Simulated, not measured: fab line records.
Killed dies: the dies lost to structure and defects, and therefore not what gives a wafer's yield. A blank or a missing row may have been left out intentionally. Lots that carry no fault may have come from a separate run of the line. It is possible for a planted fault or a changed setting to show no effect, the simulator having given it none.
Code-filled problem report in 8D (eight disciplines) form -- flow sky130 -- the parts of the form that need people (team, actions taken, sign-off) are left out

## 1. THE PROBLEM
killed-at-contacts at SKY_PAD_OPEN_PROBE_99 reads a mean of 156 on 3 wafers of 1 lot; wafers without a fault read 25 with a standard deviation of 5.2. That is +25 standard deviations from the usual mean.
First seen on wafer L549.3, day 48 06:35, on prober-02. The record holds 3 wafers of 1 lot with a number at this step. The rule behind "out" and "out of limits": a value lying over 4 standard deviations away from the usual mean. All remaining wafers that have a number are taken as sound.

## 2. WHAT IT IS; WHAT IT IS NOT
question,is,is not
which readings at this step,"killed-at-contacts, killed-dies, killed-on-rim","killed_at_M0_to_M3, killed_at_M4_up, killed-at-front-end, killed-at-other, killed-open"
which lots,L549,-
which wafers of those lots,all that have a number,-
read on which tools,prober-02,-
when,from day 48 06:35,up to then (0 sound wafers)

## 3. THE SUSPECTS, EACH WITH WHAT RULES IT OUT
Counting: a tool stays on the suspect list if, at a process step up to the reading, it processed all lots that are out and no sound lot following the first of them.
- cmp-01 at SKY_LI_CONTACT_CMP_24 (polishes, stops on PSG, t overpolish 20 s, target thk 0 nm): kept. It ran the lot that is out, L549 (day 32 13:26), and no sound lot after that.
- cmp-02 at SKY_VIA3_CMP_24 (polishes, stops on SiO2, t overpolish 20 s, target thk 0 nm): kept. It ran the lot that is out, L549 (day 42 16:28), and no sound lot after that.
- prober-02 at SKY_PAD_OPEN_PROBE_99: kept. It ran the lot that is out, L549 (day 48 06:35), and no sound lot after that. Out on those wafers are its own readings of killed-at-contacts, killed-dies, killed-on-rim.
cmp-01 at SKY_LI_CONTACT_CMP_24, cmp-02 at SKY_VIA3_CMP_24 and prober-02 at SKY_PAD_OPEN_PROBE_99 are what is left after counting.

## 4. THE CAUSE (what the simulator had put in)
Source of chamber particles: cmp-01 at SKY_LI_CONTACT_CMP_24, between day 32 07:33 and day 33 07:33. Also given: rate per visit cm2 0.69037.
Of the 3 suspects that counting leaves, this tool is one.

## 5. SEQUENCE OF EFFECTS, ordered by route
Each row: a reading where the mean over the struck wafers with a number is more than 3 standard deviations away from the usual. Only readings for which the record gives a usual standard deviation are gone through. hours: the time from each lot's start at the first step in this table that gives one to its start at this step, as a median over the lots. sigmas: the change in usual standard deviations.
hours,step,reading,usual,on struck wafers,change,sigmas
0,SKY_PAD_OPEN_PROBE_99,killed-at-contacts,25,156,+131,+25
0,SKY_PAD_OPEN_PROBE_99,killed-dies,86,214,+128,+13
0,SKY_PAD_OPEN_PROBE_99,killed-on-rim,17,42,+25,+7.1
It contains these process steps:
- SKY_PAD_OPEN_PROBE_99

## 6. HOW IT WOULD HAVE BEEN CAUGHT EARLIER
In this record no reading fell out of limits until day 48 06:35, 383 hours after the fault had begun at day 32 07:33.
No tool reading at SKY_LI_CONTACT_CMP_24 that has a usual standard deviation in the record was out on any struck wafer, so an alarm limit of 4 standard deviations on those readings would not have fired.
All the lots that are out (1) had begun SKY_LI_CONTACT_CMP_24 on cmp-01 by day 48 06:35. None of them would have been spared by holding the tool at that moment.
